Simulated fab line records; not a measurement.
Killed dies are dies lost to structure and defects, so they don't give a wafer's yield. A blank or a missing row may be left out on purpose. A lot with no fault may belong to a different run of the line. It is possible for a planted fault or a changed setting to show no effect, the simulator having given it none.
Which tool was responsible? || flow gf180mcu || Sampling: 6 lots, 18 wafers, 2 of 602 route steps

WHAT EACH GAUGE READ, for each wafer
GF_HV_LDD_RS_MEAS_53: a four-point-probe measurement.
{"lot": "L159", "measured": "day 12 17:19", "on": "film_metro-02", "HV_LDD_RS (ohm/sq)": "418.4 416.9 418.4"}
{"lot": "L167", "measured": "day 15 07:33", "on": "film_metro-03", "HV_LDD_RS (ohm/sq)": "403.3 402.6 403.3"}
{"lot": "L170", "measured": "day 16 08:24", "on": "film_metro-03", "HV_LDD_RS (ohm/sq)": "419.5 419.3 420.0"}
{"lot": "L175", "measured": "day 17 21:35", "on": "film_metro-03", "HV_LDD_RS (ohm/sq)": "419.1 419.5 418.8"}
{"lot": "L177", "measured": "day 18 14:47", "on": "film_metro-04", "HV_LDD_RS (ohm/sq)": "418.6 417.6 418.6"}
{"lot": "L179", "measured": "day 19 14:02", "on": "film_metro-04", "HV_LDD_RS (ohm/sq)": "419.9 419.7 418.3"}

EACH LOT AND THE TOOL THAT RAN IT (in order: tool; ch and the chambers of the sampled wafers; start)
{"lot": "L159", "GF_HV_LDD_IMPLANT_33": "implanter-04 ch 0, day 11 20:37"}
{"lot": "L167", "GF_HV_LDD_IMPLANT_33": "implanter-02 ch 0, day 14 09:58"}
{"lot": "L170", "GF_HV_LDD_IMPLANT_33": "implanter-04 ch 0, day 15 11:22"}
{"lot": "L175", "GF_HV_LDD_IMPLANT_33": "implanter-03 ch 0, day 16 22:04"}
{"lot": "L177", "GF_HV_LDD_IMPLANT_33": "implanter-03 ch 0, day 17 13:40"}
{"lot": "L179", "GF_HV_LDD_IMPLANT_33": "implanter-03 ch 0, day 18 12:55"}
- GF_HV_LDD_IMPLANT_33

THE ANSWER, worked out from the rows above alone
Rule: what is usual is taken from the lots themselves. Put in order of their means at a reading, lots are off if they are a third of the lots or fewer, leave a main group of 4 or more, and stand apart from it by a gap of 3 or more times the standard deviation of the main group's means; of several such gaps the widest counts. Not used: any main group whose means are identical at the precision the tables above print for the reading. Also off: a lot with no number at a reading for which 4 or more lots have one. All remaining lots with rows at the step are treated as sound.
Off: L167, seen at GF_HV_LDD_RS_MEAS_53 (HV_LDD_RS). Mean 418.8 ohm/sq and standard deviation 0.65 in the main group.
If a tool, at a process step before that reading, ran all the lots that are off and no sound lot after the first of them, it fits. Gauges at GF_HV_LDD_RS_MEAS_53: tried the same way as those tools. One fits: implanter-02 at GF_HV_LDD_IMPLANT_33. It ran no sound lot before its first lot that is off in this sample, so the start can't be narrowed down.

WHAT WAS PUT IN BY THE SIMULATOR
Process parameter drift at GF_HV_LDD_IMPLANT_33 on implanter-02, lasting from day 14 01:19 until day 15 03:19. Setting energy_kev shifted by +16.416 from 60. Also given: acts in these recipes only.
Shown lots that were struck: L167. The rule given above showed the same thing.
